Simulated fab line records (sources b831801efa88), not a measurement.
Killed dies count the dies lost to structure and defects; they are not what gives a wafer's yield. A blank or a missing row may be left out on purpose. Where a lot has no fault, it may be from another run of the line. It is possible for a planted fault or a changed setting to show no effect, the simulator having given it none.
fab line records | flow sky130 | part 1 of 2: steps 1 to 28 of 40
[record] lots = 5 wafers = 15 lastDay = 49
route steps=708 shown VIA2@527 METAL3@532 CAPM@537
lots with no fault: from the same line, run without faults
startH: hours from the record's opening day to when the first of the lot's shown wafers began | waitH: time in hours since the lot's previous step | " repeats the value in the row above | L1.1+2: one row covering several wafers at once | - no value, or no start was given | * or withheld: withheld | < > ~ a bound
route shown NAME@n: a module of which the file shows steps, and the number in the route of the first | usual: mean/standard deviation taken from wafers without a fault | same: alike in all rows | chamber/n: place in a boat | sites: per-site readings | _std_site: standard deviation of those values | _edge_site: inner sites' mean taken away from outer sites' mean | radiusMm: how far each site lies from the wafer's centre | mask NAME#n: copy n | behind: the tool/chamber that last shaped the wafer | hold: cause of the lot's hold/its duration in hours/its outcome | device: names the non-switching transistor (n, p or np) | end of line: tests of these same wafers at the route's end | a step without rows: its recipe alone | killed: count of dies lost to structure and defects at first sort (not the wafer's yield) | map: a wafer's dies, marking killed ones x, the rest . and places with no die _
set.NAME: the setting as run; set.NAME@STEP: as run at that earlier step | model.NAME: the simulator's own value behind a step, which no gauge read
certain route steps with their lots: each step a table, each wafer a row
services: from which hour (startH, from the record's first day; less than 0 if before it) a tool's chamber was out of use, for how many hours, and why
[[steps]]
[step SKY_VIA2_SPUTTER_20]
[recipe] material = TiN targetThkNm = 20 chamberPressurePa = 5 powerW = 4000 timeS = 80
[usual] throttleValvePct = 30.1/0.97
// columns lot.wafer tool chamber startH waitH throttleValvePct
L076.2 pvdSputter-02 - 865.76 0.0 28.4
L076.5 " - " " 30.2
L076.6 " - " " 29.5
L077.1 pvdSputter-01 - 867.07 0.0 31.6
L077.5 " - " " 29.9
L077.6 " - " " 31.3
L079.2 pvdSputter-01 - 886.41 0.0 30.9
L079.3 " - " " 29.8
L079.4 " - " " 31.5
L090.1 pvdSputter-02 - 966.17 0.0 28.6
L090.4 " - " " 30.1
L090.5 " - " " 28.4
L094.3 pvdSputter-04 - 986.01 0.0 30.7
L094.5 " - " " 28.8
L094.6 " - " " 31.3
[step SKY_VIA2_CVD_21]
[recipe] material = W targetThkNm = 420 timeS = 126.4 tempC = 400 pressureTorr = 40
[usual] heaterPowerW = 962/64
// columns lot.wafer tool chamber startH waitH heaterPowerW
L076.2 cvdW-02 0 865.83 0.0 923
L076.5 " 0 " " 911
L076.6 " 1 " " 990
L077.1 cvdW-01 0 867.13 0.0 906
L077.5 " 1 " " 1100
L077.6 " 0 " " 924
L079.2 cvdW-01 0 886.47 0.0 908
L079.3 " 1 " " 1089
L079.4 " 0 " " 903
L090.1 cvdW-02 0 966.29 0.1 916
L090.4 " 0 " " 882
L090.5 " 1 " " 1011
L094.3 cvdW-01 0 986.11 0.1 889
L094.5 " 1 " " 1031
L094.6 " 0 " " 864
[step SKY_VIA2_RS_MEAS_22]
[recipe] thkMeasGauge = four-point-probe reads = W_of_VIA2_CVD_21+TiN_of_VIA2_SPUTTER_20
[usual] VIA2_W_RS = 0.2736/0.0023
// columns lot.wafer tool chamber startH waitH VIA2_W_RS[ohm/sq]
L076.2 filmMetro-01 - 865.98 0.1 0.2714
L076.5 " - " " 0.2731
L076.6 " - " " 0.2766
L077.1 filmMetro-01 - 867.26 0.1 0.2722
L077.5 " - " " 0.2737
L077.6 " - " " 0.2759
L079.2 filmMetro-01 - 886.62 0.1 0.2701
L079.3 " - " " 0.2706
L079.4 " - " " 0.2715
L090.1 filmMetro-03 - 966.42 0.1 0.2759
L090.4 " - " " 0.2717
L090.5 " - " " 0.2746
L094.3 filmMetro-01 - 986.24 0.1 0.2753
L094.5 " - " " 0.2816
L094.6 " - " " 0.2773
[step SKY_VIA2_THK_MEAS_23]
[recipe] thkMeasGauge = xrf reads = W_of_VIA2_CVD_21
[usual] VIA2_W_THK = 430/6.5
// columns lot.wafer tool chamber startH waitH VIA2_W_THK[nm]
L076.2 filmMetro-01 - 866.09 0.1 434
L076.5 " - " " 429
L076.6 " - " " 428
L077.1 filmMetro-01 - 867.38 0.1 434
L077.5 " - " " 427
L077.6 " - " " 424
L079.2 filmMetro-01 - 886.73 0.1 438
L079.3 " - " " 438
L079.4 " - " " 437
L090.1 filmMetro-03 - 966.54 0.1 414
L090.4 " - " " 423
L090.5 " - " " 414
L094.3 filmMetro-01 - 986.34 0.1 437
L094.5 " - " " 425
L094.6 " - " " 430
[step SKY_VIA2_CMP_24]
[recipe] stopOn = SiO2 tOverpolishS = 20 downForcePsi = 3.5 platenRpm = 60 targetThkNm = 0 padVelocityMS = 0.94248
[usual] motorCurrentA = 10.3/0.62 overpolishRunS = 20.001/0.0081 platenRpm = 60.00/0.037 slurryFilterDpKPa = 13.47/0.13 timeToEndpointS = 101/3
// columns lot.wafer tool chamber startH waitH motorCurrentA overpolishRunS platenRpm slurryFilterDpKPa timeToEndpointS
L076.2 cmp-02 0 866.16 0.1 9.5 20.005 59.93 13.70 104
L076.5 " 0 " " 9.5 20.008 60.02 13.41 104
L076.6 " 1 " " 10.4 19.997 59.97 13.45 102
L077.1 cmp-01 0 867.60 0.2 10.7 19.997 60.02 13.51 104
L077.5 " 1 " " 9.6 20.002 59.99 13.43 104
L077.6 " 2 " " 9.7 20.003 60.03 13.32 99
L079.3 cmp-01 0 886.78 0.0 11.0 19.990 60.02 13.57 100
L079.4 " 1 " " 9.7 20.005 60.00 13.73 101
L079.2 " 2 " " 10.4 20.009 60.02 13.62 96
L090.4 cmp-01 1 966.65 0.1 9.5 20.023 60.00 13.55 102
L090.1 " 3 " " 10.9 19.999 60.04 13.62 104
L090.5 " 0 " " 11.2 19.984 60.04 13.51 100
L094.3 cmp-02 3 986.53 0.2 9.6 19.995 60.04 13.40 100
L094.5 " 0 " " 9.6 19.991 59.99 13.47 98
L094.6 " 1 " " 9.6 19.995 59.99 13.36 100
[step SKY_METAL3_SPUTTER_00]
[recipe] material = Ti targetThkNm = 15 powerW = 3000 timeS = 10 chamberPressurePa = 0.4
[usual] throttleValvePct = 30.0/0.91
// columns lot.wafer tool chamber startH waitH throttleValvePct
L076.2 pvdSputter-04 - 866.46 0.2 29.5
L076.5 " - " " 31.1
L076.6 " - " " 28.4
L077.1 pvdSputter-04 - 867.75 0.1 29.7
L077.5 " - " " 28.7
L077.6 " - " " 29.9
L079.2 pvdSputter-03 - 887.08 0.1 30.3
L079.3 " - " " 28.5
L079.4 " - " " 30.0
L090.1 pvdSputter-04 - 966.90 0.1 30.6
L090.4 " - " " 28.5
L090.5 " - " " 31.3
L094.3 pvdSputter-04 - 986.68 0.1 30.5
L094.5 " - " " 28.8
L094.6 " - " " 29.6
[step SKY_METAL3_SPUTTER_01]
[recipe] material = TiN targetThkNm = 20 powerW = 6500 timeS = 16.7 chamberPressurePa = 0.4
[usual] throttleValvePct = 30.0/0.9
// columns lot.wafer tool chamber startH waitH throttleValvePct
L076.2 pvdSputter-04 - 866.49 0.0 29.4
L076.5 " - " " 31.0
L076.6 " - " " 28.8
L077.1 pvdSputter-04 - 867.77 0.0 29.7
L077.5 " - " " 28.7
L077.6 " - " " 29.6
L079.2 pvdSputter-03 - 887.10 0.0 30.3
L079.3 " - " " 28.5
L079.4 " - " " 30.2
L090.1 pvdSputter-04 - 966.93 0.0 30.8
L090.4 " - " " 28.4
L090.5 " - " " 31.2
L094.3 pvdSputter-04 - 986.70 0.0 30.6
L094.5 " - " " 28.3
L094.6 " - " " 29.8
[step SKY_METAL3_SPUTTER_02]
[recipe] material = AlCu targetThkNm = 735 powerW = 10600 timeS = 39.1 chamberPressurePa = 0.4
[usual] throttleValvePct = 30.0/0.92
// columns lot.wafer tool chamber startH waitH throttleValvePct
L076.2 pvdSputter-04 - 866.51 0.0 29.8
L076.5 " - " " 31.2
L076.6 " - " " 28.4
L077.1 pvdSputter-04 - 867.79 0.0 29.8
L077.5 " - " " 28.7
L077.6 " - " " 29.4
L079.2 pvdSputter-03 - 887.13 0.0 30.4
L079.3 " - " " 28.5
L079.4 " - " " 30.2
L090.1 pvdSputter-04 - 966.95 0.0 30.3
L090.4 " - " " 28.6
L090.5 " - " " 31.2
L094.3 pvdSputter-04 - 986.73 0.0 30.5
L094.5 " - " " 28.7
L094.6 " - " " 29.5
[step SKY_METAL3_SPUTTER_03]
[recipe] material = Ti targetThkNm = 5 powerW = 3000 timeS = 3.3 chamberPressurePa = 0.4
[usual] throttleValvePct = 29.9/0.93
// columns lot.wafer tool chamber startH waitH throttleValvePct
L076.2 pvdSputter-04 - 866.55 0.0 29.8
L076.5 " - " " 31.1
L076.6 " - " " 28.5
L077.1 pvdSputter-04 - 867.83 0.0 29.3
L077.5 " - " " 28.9
L077.6 " - " " 29.9
L079.2 pvdSputter-03 - 887.16 0.0 30.1
L079.3 " - " " 28.4
L079.4 " - " " 30.0
L090.1 pvdSputter-04 - 966.99 0.0 30.6
L090.4 " - " " 28.3
L090.5 " - " " 31.1
L094.3 pvdSputter-04 - 986.77 0.0 30.4
L094.5 " - " " 28.6
L094.6 " - " " 29.8
[step SKY_METAL3_SPUTTER_04]
[recipe] material = TiN targetThkNm = 70 powerW = 6500 timeS = 58.3 chamberPressurePa = 0.4
[usual] throttleValvePct = 30.0/0.9
// columns lot.wafer tool chamber startH waitH throttleValvePct
L076.2 pvdSputter-04 - 866.57 0.0 29.4
L076.5 " - " " 31.0
L076.6 " - " " 28.4
L077.1 pvdSputter-04 - 867.85 0.0 29.6
L077.5 " - " " 28.8
L077.6 " - " " 29.6
L079.2 pvdSputter-03 - 887.18 0.0 30.2
L079.3 " - " " 28.5
L079.4 " - " " 30.3
L090.1 pvdSputter-04 - 967.01 0.0 30.6
L090.4 " - " " 28.3
L090.5 " - " " 31.4
L094.3 pvdSputter-04 - 986.78 0.0 30.6
L094.5 " - " " 28.7
L094.6 " - " " 29.7
[step SKY_CAPM_CVD_00]
[recipe] material = SiO2 targetThkNm = 15.5 tempC = 400 timeS = withheld rfW = 450
[usual] heaterPowerW = 753/95
// columns lot.wafer tool chamber startH waitH heaterPowerW
L076.2 pecvd-01 2 866.62 0.0 693
L076.5 " 2 " " 684
L076.6 " 0 " " 761
L077.1 pecvd-04 0 867.90 0.0 593
L077.5 " 0 " " 601
L077.6 " 1 " " 869
L079.2 pecvd-04 2 887.23 0.0 779
L079.3 " 1 " " 840
L079.4 " 1 " " 834
L090.1 pecvd-03 2 967.06 0.0 711
L090.4 " 1 " " 855
L090.5 " 2 " " 710
L094.3 pecvd-01 1 986.83 0.0 761
L094.5 " 0 " " 746
L094.6 " 1 " " 781
[step SKY_CAPM_THK_MEAS_01]
[recipe] reads = SiO2_of_CAPM_CVD_00
[usual] CAPM_CVD_00_THK = 15.52/0.23
// columns lot.wafer tool chamber startH waitH CAPM_CVD_00_THK[nm]
L076.2 filmMetro-02 - 866.66 - 15.24
L076.5 " - " " 15.75
L076.6 " - " " 15.35
L077.1 filmMetro-02 - 867.92 - 15.24
L077.5 " - " " 15.40
L077.6 " - " " 15.70
L079.2 filmMetro-01 - 887.26 - 15.26
L079.3 " - " " 15.16
L079.4 " - " " 15.70
L090.1 filmMetro-03 - 967.08 - 15.57
L090.4 " - " " 15.67
L090.5 " - " " 15.90
L094.3 filmMetro-02 - 986.87 - 15.17
L094.5 " - " " 15.57
L094.6 " - " " 15.16
[step SKY_CAPM_SPUTTER_02]
[recipe] material = TiN targetThkNm = 200 tempC = 300 powerW = 6500 timeS = 166.7 chamberPressurePa = 0.4
[usual] throttleValvePct = 29.7/0.84
// columns lot.wafer tool chamber startH waitH throttleValvePct
L076.2 pvdSputter-02 - 866.71 0.0 30.0
L076.5 " - " " 28.5
L076.6 " - " " 30.0
L077.1 pvdSputter-02 - 867.98 0.1 28.4
L077.5 " - " " 30.0
L077.6 " - " " 29.5
L079.2 pvdSputter-02 - 887.31 0.0 28.4
L079.3 " - " " 30.1
L079.4 " - " " 30.3
L090.1 pvdSputter-02 - 967.14 0.1 29.5
L090.4 " - " " 28.3
L090.5 " - " " 29.9
L094.3 pvdSputter-02 - 986.91 0.0 29.8
L094.5 " - " " 28.6
L094.6 " - " " 29.8
[step SKY_CAPM_RS_MEAS_03]
[recipe] thkMeasGauge = four-point-probe reads = TiN_of_CAPM_SPUTTER_02
[usual] CAPM_TIN_RS = 6.93/0.067
// columns lot.wafer tool chamber startH waitH CAPM_TIN_RS[ohm/sq]
L076.2 filmMetro-01 - 866.84 0.1 6.91
L076.5 " - " " 6.94
L076.6 " - " " 6.99
L077.1 filmMetro-01 - 868.09 0.1 6.88
L077.5 " - " " 6.98
L077.6 " - " " 6.94
L079.2 filmMetro-02 - 887.44 0.1 6.85
L079.3 " - " " 6.87
L079.4 " - " " 6.85
L090.1 filmMetro-02 - 967.25 0.1 6.87
L090.4 " - " " 6.88
L090.5 " - " " 6.84
L094.3 filmMetro-01 - 987.06 0.1 6.96
L094.5 " - " " 7.03
L094.6 " - " " 6.97
[step SKY_CAPM_THK_MEAS_04]
[recipe] thkMeasGauge = xrf reads = TiN_of_CAPM_SPUTTER_02
[usual] CAPM_TIN_THK = 200.9/2.1
// columns lot.wafer tool chamber startH waitH CAPM_TIN_THK[nm]
L076.2 filmMetro-01 - 866.95 0.1 201.7
L076.5 " - " " 201.9
L076.6 " - " " 200.3
L077.1 filmMetro-01 - 868.21 0.1 202.8
L077.5 " - " " 199.9
L077.6 " - " " 201.6
L079.2 filmMetro-02 - 887.55 0.1 202.6
L079.3 " - " " 202.1
L079.4 " - " " 203.2
L090.1 filmMetro-02 - 967.37 0.1 200.7
L090.4 " - " " 201.3
L090.5 " - " " 201.9
L094.3 filmMetro-01 - 987.16 0.1 200.8
L094.5 " - " " 198.5
L094.6 " - " " 199.9
[step SKY_CAPM_DEHYDRATE_05]
[recipe] tempC = 200 timeS = 60
// columns lot.wafer tool chamber startH waitH
L076.2+5+6 lithoTrack-01 0 878.95 12.0
L077.1+5+6 lithoTrack-04 0 879.96 11.7
L079.2+3+4 lithoTrack-01 0 899.70 12.1
L090.1+4+5 lithoTrack-01 0 978.48 11.1
L094.3+5+6 lithoTrack-01 0 997.43 10.3
[step SKY_CAPM_HMDS_06]
[recipe] primeTimeS = 60 primeTempC = 120
[usual] primeTempC = 120.03/0.16
// columns lot.wafer tool chamber startH waitH primeTempC
L076.2 lithoTrack-01 0 879.10 0.1 120.13
L076.5 " 0 " " 120.02
L076.6 " 0 " " 120.12
L077.1 lithoTrack-04 0 880.11 0.1 119.95
L077.5 " 0 " " 120.06
L077.6 " 0 " " 119.88
L079.2 lithoTrack-01 0 899.85 0.1 119.83
L079.3 " 0 " " 119.77
L079.4 " 0 " " 119.99
L090.1 lithoTrack-01 0 978.63 0.1 120.08
L090.4 " 0 " " 120.26
L090.5 " 0 " " 119.96
L094.3 lithoTrack-01 0 997.58 0.1 119.89
L094.5 " 0 " " 120.04
L094.6 " 0 " " 120.26
[step SKY_CAPM_COAT_07]
[recipe] resist = NOVOLAK spinRpm = 3000 resistThkNm = 1140
// columns lot.wafer tool chamber startH waitH
L076.2+5+6 lithoTrack-01 0 879.25 0.1
L077.1+5+6 lithoTrack-04 0 880.26 0.1
L079.2+3+4 lithoTrack-01 0 900.00 0.1
L090.1+4+5 lithoTrack-01 0 978.78 0.1
L094.3+5+6 lithoTrack-01 0 997.73 0.1
[step SKY_CAPM_SOFTBAKE_08]
[recipe] tempC = 90 timeS = 60 resist = NOVOLAK
// columns lot.wafer tool chamber startH waitH
L076.2+5+6 lithoTrack-01 0 879.40 0.1
L077.1+5+6 lithoTrack-04 0 880.41 0.1
L079.2+3+4 lithoTrack-01 0 900.15 0.1
L090.1+4+5 lithoTrack-01 0 978.93 0.1
L094.3+5+6 lithoTrack-01 0 997.88 0.1
[step SKY_CAPM_EXPOSE_09]
[recipe] maskId = CAPM na = 0.6 sourceShape = conventional sigmaOuter = 0.6 polarization = unpolarized targetCdNm = 1000 doseMj = 159
// columns lot.wafer tool chamber startH waitH mask
L076.2+5+6 ilineStepper-01 0 - - CAPM#0
L077.1+5+6 ilineStepper-01 0 - - CAPM#0
L079.2+3+4 ilineStepper-01 0 - - CAPM#0
L090.1+4+5 ilineStepper-02 0 - - CAPM#0
L094.3+5+6 ilineStepper-02 0 - - CAPM#0
[step SKY_CAPM_PEB_10]
[recipe] tempC = withheld timeS = * resist = NOVOLAK
// columns lot.wafer tool chamber startH waitH
L076.2+5+6 lithoTrack-04 0 - -
L077.1+5+6 lithoTrack-01 0 - -
L079.2+3+4 lithoTrack-01 0 - -
L090.1+4+5 lithoTrack-01 0 - -
L094.3+5+6 lithoTrack-02 0 - -
[step SKY_CAPM_DEVELOP_11]
[recipe] resist = NOVOLAK developer = TMAH developTimeS = 60 devTempC = 23
[usual] developerTempC = 23.01/0.11
// columns lot.wafer tool chamber startH waitH developerTempC
L076.2 lithoTrack-04 0 892.58 0.1 23.11
L076.5 " 0 " " 23.13
L076.6 " 0 " " 23.16
L077.1 lithoTrack-01 0 893.23 0.1 23.03
L077.5 " 0 " " 23.00
L077.6 " 0 " " 23.19
L079.2 lithoTrack-01 0 911.90 0.1 22.97
L079.3 " 0 " " 23.07
L079.4 " 0 " " 23.13
L090.1 lithoTrack-01 0 990.38 0.1 23.05
L090.4 " 0 " " 23.13
L090.5 " 0 " " 22.99
L094.3 lithoTrack-02 0 1009.01 0.1 23.05
L094.5 " 0 " " 23.02
L094.6 " 0 " " 23.10
[step SKY_CAPM_OVL_MEAS_12]
[usual] CAPM_OVL = -0.4/1.1
// columns lot.wafer tool chamber startH waitH CAPM_OVL[nm]
L076.2 overlay-01 - 892.71 0.1 0.8
L076.5 " - " " 1.2
L076.6 " - " " 2.5
L077.1 overlay-01 - 893.38 0.1 0.3
L077.5 " - " " -0.3
L077.6 " - " " -0.9
L079.2 overlay-02 - 912.03 0.1 0.0
L079.3 " - " " 0.3
L079.4 " - " " 0.0
L090.1 overlay-01 - 990.53 0.1 -1.9
L090.4 " - " " -1.5
L090.5 " - " " -1.2
L094.3 overlay-02 - 1009.13 0.1 0.1
L094.5 " - " " -0.1
L094.6 " - " " -1.1
[step SKY_CAPM_METAL_ETCH_13]
[recipe] targetDepthNm = 220 stopOn = SiO2 chemistry = Cl2/BCl3 target = TiN pressureMtorr = 10 icpW = 900 biasW = 48.5 Cl2_flow_sccm = 60 bcl3FlowSccm = 30 timeS = 62.9
[usual] drypumpMotorCurrentA = 5.9/0.35 oesProductAu = 0.940/0.0073 throttleValvePct = 21.902/0.0095
// columns lot.wafer tool chamber startH waitH drypumpMotorCurrentA oesProductAu rfHoursCounterH throttleValvePct
L076.2 rieMetal-01 1 892.74 0.0 6.3 0.940 11 21.911
L076.5 " 0 " " 5.9 0.947 - 21.914
L076.6 " 1 " " 6.3 0.934 - 21.898
L077.1 rieMetal-03 0 893.41 0.0 5.5 0.945 2 21.905
L077.5 " 1 " " 5.5 0.929 - 21.892
L077.6 " 0 " " 5.5 0.947 - 21.901
L079.2 rieMetal-02 0 912.06 0.0 6.2 0.949 7 21.873
L079.3 " 1 " " 6.1 0.947 - 21.898
L079.4 " 0 " " 6.2 0.949 - 21.906
L090.1 rieMetal-02 0 990.56 0.0 6.2 0.947 11 21.898
L090.4 " 0 " " 6.2 0.940 - 21.898
L090.5 " 1 " " 6.1 0.954 - 21.894
L094.3 rieMetal-02 1 1009.18 0.0 6.1 0.943 - 21.895
L094.5 " 1 " " 6.1 0.928 - 21.912
L094.6 " 0 " " 6.2 0.935 - 21.895
[step SKY_CAPM_STRIP_14]
[recipe] chemistry = O2/N2 powerW = 1400 pressureMtorr = 1500 platenTempC = withheld o2FlowSccm = 3000 n2FlowSccm = 300 overashFraction = 0.5
[usual] drypumpMotorCurrentA = 5.21/0.25 oesProductAu = 0.710/0.005 stripTimeToEndpointS = 12.68/0.041
// columns lot.wafer tool chamber startH waitH drypumpMotorCurrentA oesProductAu rfHoursCounterH stripTimeToEndpointS
L076.2 plasmaAsher-04 0 892.82 0.1 5.10 0.712 72 12.66
L076.5 " 0 " " 5.10 0.717 - 12.68
L076.6 " 1 " " 5.39 0.712 - 12.72
L077.1 plasmaAsher-01 1 893.52 0.1 5.04 0.714 48 12.70
L077.5 " 1 " " 5.04 0.716 - 12.71
L077.6 " 0 " " 5.07 0.711 - 12.69
L079.2 plasmaAsher-04 0 912.17 0.1 5.13 0.706 74 12.68
L079.3 " 0 " " 5.10 0.709 - 12.62
L079.4 " 1 " " 5.38 0.710 - 12.69
L090.1 plasmaAsher-04 0 990.64 0.1 5.11 0.715 82 12.65
L090.4 " 1 " " 5.37 0.708 - 12.73
L090.5 " 1 " " 5.39 0.710 - 12.66
L094.3 plasmaAsher-01 1 1009.26 0.1 5.02 0.717 - 12.64
L094.5 " 1 " " 5.03 0.705 - 12.67
L094.6 " 0 " " 5.07 0.710 - 12.69
[step SKY_CAPM_STRIP_15]
[recipe] chemistry = postEtchResidueRemover timeS = 1200 tempC = 72.5
// columns lot.wafer tool chamber startH waitH
L076.2+5+6 wetBench-01 1 892.92 0.1
L077.1+5+6 wetBench-01 3 893.62 0.1
L079.2+3+4 wetBench-01 1 912.27 0.1
L090.1+4+5 wetBench-01 1 990.74 0.1
L094.3+5+6 wetBench-03 3 1009.33 0.0
[step SKY_CAPM_CLEAN_16]
[recipe] chemistry = IPA timeS = 180 tempC = 25
// columns lot.wafer tool chamber startH waitH
L076.2+5+6 wetBench-02 3 893.26 0.0
L077.1+5+6 wetBench-02 0 893.96 0.0
L079.2+3+4 wetBench-03 3 912.61 0.0
L090.1+4+5 wetBench-03 3 991.08 0.0
L094.3+5+6 wetBench-02 1 1009.67 0.0
[step SKY_CAPM_CLEAN_17]
[recipe] chemistry = O3/DIW dry = n2Spin
// columns lot.wafer tool chamber startH waitH
L076.2+5+6 wetBench-03 2 893.33 0.0
L077.1+5+6 wetBench-02 3 894.02 0.0
L079.2+3+4 wetBench-02 1 912.67 0.0
L090.1+4+5 wetBench-01 3 991.14 0.0
L094.3+5+6 wetBench-01 1 1009.79 0.0
